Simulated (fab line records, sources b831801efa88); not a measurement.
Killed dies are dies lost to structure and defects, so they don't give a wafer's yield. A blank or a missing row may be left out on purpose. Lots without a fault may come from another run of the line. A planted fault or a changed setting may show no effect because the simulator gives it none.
Which tool did it? | flow gf180mcu | 14 lots, 42 wafers sampled, at 3 steps of a route of 602

WHAT THE GAUGES READ, wafer by wafer
GF_M4_CD_MEAS_14: target cd 280 nm. Usual: cd_nm 280.1 nm, standard deviation 1.3.
lot  | measured     | on        | cd_nm (nm)        | flag
L922 | day 23 11:56 | cd_sem-01 | 280.5 279.6 280.5 |
L923 | day 24 00:39 | cd_sem-01 | 279.1 277.6 278.5 |
L924 | day 24 11:10 | cd_sem-01 | 281.5 281.1 282.9 |
L925 | day 24 15:39 | cd_sem-01 | 281.5 280.9 280.6 |
L926 | day 24 17:52 | cd_sem-02 | 283.0 282.2 282.6 |
L929 | day 25 21:45 | cd_sem-02 | 279.3 280.6 279.1 |
L930 | day 26 04:10 | cd_sem-02 | 281.7 281.9 281.9 |
L931 | day 26 15:19 | cd_sem-01 | 280.0 280.5 281.9 |
L932 | day 27 01:25 | cd_sem-01 | 278.5 277.3 279.4 |
L933 | day 27 06:57 | cd_sem-02 | 278.7 278.9 279.0 |
L934 | day 27 16:19 | cd_sem-02 | 278.9 279.7 279.7 |
L939 | day 28 22:13 | cd_sem-01 | 279.6 279.7 280.4 |
L940 | day 29 02:28 | cd_sem-02 | 282.6 282.4 281.2 |
L942 | day 29 20:55 | cd_sem-02 | 280.6 281.6 280.5 |

GF_M4_OVL_MEAS_15. Usual: M4_OVL 3 nm, standard deviation 4.8.
lot  | measured     | on         | M4_OVL (nm) | flag
L922 | day 23 12:00 | overlay-01 | 5 2 5       |
L923 | day 24 00:46 | overlay-01 | 5 2 2       |
L924 | day 24 11:15 | overlay-02 | -2 -6 -1    |
L925 | day 24 15:46 | overlay-02 | 5 6 6       |
L926 | day 24 17:59 | overlay-01 | -4 -4 -2    |
L929 | day 25 21:52 | overlay-01 | 10 7 8      |
L930 | day 26 04:17 | overlay-02 | 8 9 6       |
L931 | day 26 15:26 | overlay-01 | -1 4 8      |
L932 | day 27 01:32 | overlay-01 | -2 -4 -5    |
L933 | day 27 07:04 | overlay-01 | 3 2 -2      |
L934 | day 27 16:26 | overlay-02 | -1 -5 10    |
L939 | day 28 22:20 | overlay-02 | -2 -1 -4    |
L940 | day 29 02:35 | overlay-01 | 8 0 6       |
L942 | day 29 21:02 | overlay-02 | 1 10 7      |

WHICH TOOL RAN EACH LOT (tool, then ch and the chambers of the sampled wafers, then the start)
lot  | GF_M4_SPUTTER_01
L922 | pvd_sputter-02, day 22 13:57
L923 | pvd_sputter-02, day 23 01:53
L924 | pvd_sputter-04, day 23 12:20
L925 | pvd_sputter-01, day 23 17:41
L926 | pvd_sputter-04, day 23 19:35
L929 | pvd_sputter-04, day 25 00:24
L930 | pvd_sputter-02, day 25 07:37
L931 | pvd_sputter-04, day 25 18:37
L932 | pvd_sputter-01, day 26 04:48
L933 | pvd_sputter-02, day 26 10:46
L934 | pvd_sputter-01, day 26 20:24
L939 | pvd_sputter-02, day 28 02:42
L940 | pvd_sputter-04, day 28 06:47
L942 | pvd_sputter-04, day 29 01:29
- GF_M4_SPUTTER_01: material TiN, target thk 30 nm, time 25 s.

WHAT THE TOOLS THEMSELVES READ (means of the sampled wafers that have a number; where no wafer has one, the mark that the record gives instead)
GF_M4_SPUTTER_01. Usual: throttle_valve_pct 30.2 %, standard deviation 1.1.
lot  | tool           | throttle_valve_pct (%) | flag
L922 | pvd_sputter-02 | 29.5                   |
L923 | pvd_sputter-02 | 31.2                   |
L924 | pvd_sputter-04 | 29.5                   |
L925 | pvd_sputter-01 | 30.2                   |
L926 | pvd_sputter-04 | 29.4                   |
L929 | pvd_sputter-04 | 29.5                   |
L930 | pvd_sputter-02 | 31.6                   |
L931 | pvd_sputter-04 | 29.6                   |
L932 | pvd_sputter-01 | 30.7                   |
L933 | pvd_sputter-02 | 29.7                   |
L934 | pvd_sputter-01 | 30.9                   |
L939 | pvd_sputter-02 | 31.2                   |
L940 | pvd_sputter-04 | 29.5                   |
L942 | pvd_sputter-04 | 29.1                   |

THE ANSWER, worked out from the rows above alone
Rule: a lot is off if the mean of its wafers that have a number lies more than 3 standard deviations from the usual mean. A lot without any number at a reading at which 4 lots or more have one is off too. The other lots that the step has rows for count as sound. The gauges are gone through in route order, then the tools' own readings, and for those a lot's mean is taken as printed above. The first step at which some lot is off is used, and at that step the reading that is off furthest; a lot without a number counts as furthest.
No lot is off at any reading shown: from this, nothing can be told.

WHAT THE SIMULATOR HAD PUT IN
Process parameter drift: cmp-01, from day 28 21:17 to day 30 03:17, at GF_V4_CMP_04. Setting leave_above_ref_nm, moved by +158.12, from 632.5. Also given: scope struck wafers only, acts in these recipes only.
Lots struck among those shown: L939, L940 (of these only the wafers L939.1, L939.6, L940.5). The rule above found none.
